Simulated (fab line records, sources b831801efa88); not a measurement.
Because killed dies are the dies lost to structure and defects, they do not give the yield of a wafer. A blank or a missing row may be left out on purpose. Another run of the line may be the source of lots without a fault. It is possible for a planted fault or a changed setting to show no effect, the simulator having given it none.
A lot that was struck, set against a sound lot || flow sfqLine || 24 out of 325 route steps
Sound: wafers L219.2, L219.5, L219.6. The struck wafers were L230.1, L230.4, L230.5. The cause is given at the end.
Order at every step that has rows: each side's tool, ch and its chambers, its first start. Under that, the readings that differ: sound wafers || struck wafers || difference of the means || sigmas: that difference in standard deviations of wafers without a fault.
alike: words and numbers the same on both sides, and readings whose means are apart by under 2 such deviations; not compared: readings that were withheld, readings missing a value for some wafer, numbers with overlapping values and no deviation given by the record, and bounds like >300 which may hide the same value.
A row with sigmas, a row that says differs or no value, or rows on one side alone: a step with any of these is where the two part. Non-overlapping numbers with no deviation appear without sigmas and do not part them. A reading missing from all wafers of one side parts the sides only when that side holds two or more wafers.

first, 6 steps without rows for these wafers: SFQ_TRILAYER_I0_VIA_LITHO_COAT_036 (resist thk 62 nm); SFQ_TRILAYER_I0_VIA_LITHO_COAT_031 (resist thk 650 nm); SFQ_TRILAYER_I0_VIA_LITHO_SOFTBAKE_035; SFQ_TRILAYER_I0_VIA_LITHO_EXPOSE_032 (exposes mask I0, target cd 500 nm); SFQ_TRILAYER_I0_VIA_LITHO_PEB_034 (peb time 60 s); SFQ_TRILAYER_I0_VIA_LITHO_DEVELOP_033 (time 60 s).
SFQ_I0_OVL_MEAS_908:
  sound: overlay-01 at day 17 12:07; struck: overlay-02 at day 23 06:43
  alike: I0_OVL
SFQ_TRILAYER_I0_VIA_BARC_OPEN_VIA_ETCH_046: etches BARC in O2, target depth 125 nm, time 41.7 s.
  sound on rieDiel-02 ch 1,2,3, day 17 12:08; struck on rieDiel-02 ch 0,1, day 23 06:45
  alike: drypumpMotorCurrentA, oesProductAu
  not compared: rfHoursCounterH
SFQ_TRILAYER_I0_VIA_ETCH_VIA_ETCH_034: etches SiO2 in CHF3, stops on Nb, target depth 260 nm.
  sound on rieDiel-02 ch 1,2,3, day 17 12:11; struck on rieDiel-02 ch 0,1, day 23 06:47
  alike: drypumpMotorCurrentA, oesProductAu
SFQ_TRILAYER_I0_VIA_STRIP_STRIP_035: strips in O2.
  sound on rieMetal-01 ch 1, day 17 12:29; struck on rieMetal-04 ch 0, day 23 06:54
  alike: drypumpMotorCurrentA, oesProductAu
  not compared: rfHoursCounterH
then, 2 steps without rows for these wafers: SFQ_TRILAYER_I0_VIA_STRIP_SOLV_CLEAN_036 (cleans in NMP, time 600 s); SFQ_TRILAYER_M1_DEP_PRE_CLEAN_038 (time 22.5 s).
SFQ_TRILAYER_M1_DEP_SPUTTER_037: material Nb, target thk 200 nm, time 133.3 s.
  sound: pvdSputter-05 at day 17 13:41; struck: pvdSputter-03 at day 23 07:58
  alike: throttleValvePct
SFQ_M1_RS_MEAS_909: measurement is done with a four-point probe.
  sound: filmMetro-01 at day 17 13:49; struck: filmMetro-01 at day 23 08:03
{"reading": "M1_NB_RS (ohm/sq)", "sound": "0.883 0.879 0.872", "struck": "0.444 0.446 0.445", "difference": -0.433, "sigmas": -49}
then, 6 steps without rows for these wafers: SFQ_TRILAYER_M1_LITHO_COAT_044 (resist thk 62 nm); SFQ_TRILAYER_M1_LITHO_COAT_039 (resist thk 600 nm); SFQ_TRILAYER_M1_LITHO_SOFTBAKE_043; SFQ_TRILAYER_M1_LITHO_EXPOSE_040 (exposes mask M1, target cd 500 nm); SFQ_TRILAYER_M1_LITHO_PEB_042 (peb time 60 s); SFQ_TRILAYER_M1_LITHO_DEVELOP_041 (time 60 s).
-- the record jumps here: 7 days lie between the struck wafers' starts before and after --
SFQ_M1_OVL_MEAS_911:
  sound: overlay-02 at day 24 06:43; struck: overlay-01 at day 30 14:52
  alike: M1_OVL
SFQ_TRILAYER_M1_BARC_OPEN_METAL_ETCH_054: etches BARC in O2, target depth 125 nm, time 41.7 s.
  sound on rieMetal-02 ch 0,1, day 24 06:45; struck on rieMetal-04 ch 1, day 30 14:55
  alike: drypumpMotorCurrentA, oesProductAu
  not compared: rfHoursCounterH
SFQ_TRILAYER_M1_ETCH_METAL_ETCH_042: etches Nb in Cl2/Ar, stops on SiO2, target depth 240 nm, time 120 s.
  sound on rieMetal-02 ch 0,1, day 24 06:48; struck on rieMetal-04 ch 1, day 30 14:58
{"reading": "oesProductAu (a.u.)", "sound": "0.896 0.905 0.899", "struck": "1.004 1.002 0.997", "difference": "+0.101", "sigmas": "+17"}
{"reading": "model.etch.depthNm (nm)", "sound": "201.6 202.6 204.5", "struck": "239.8 239.1 240.6", "difference": "+36.9", "sigmas": ""}
{"reading": "model.M1.featureDepthNm (nm)", "sound": "201.6 202.6 204.5", "struck": "239.8 239.1 240.6", "difference": "+36.9", "sigmas": ""}
  alike: drypumpMotorCurrentA
  not compared: rfHoursCounterH
SFQ_TRILAYER_M1_STRIP_STRIP_043: strips in O2.
  sound on rieMetal-02 ch 0,1, day 24 06:56; struck on rieMetal-04 ch 1, day 30 15:06
  alike: drypumpMotorCurrentA, oesProductAu
  not compared: rfHoursCounterH

WHERE THEY PART
Earliest at SFQ_M1_RS_MEAS_909; latest, in this record, at SFQ_TRILAYER_M1_ETCH_METAL_ETCH_042. Later steps at which nothing parts them and some readings are alike: SFQ_TRILAYER_M1_STRIP_STRIP_043.

WHY: what had been put in by the simulator
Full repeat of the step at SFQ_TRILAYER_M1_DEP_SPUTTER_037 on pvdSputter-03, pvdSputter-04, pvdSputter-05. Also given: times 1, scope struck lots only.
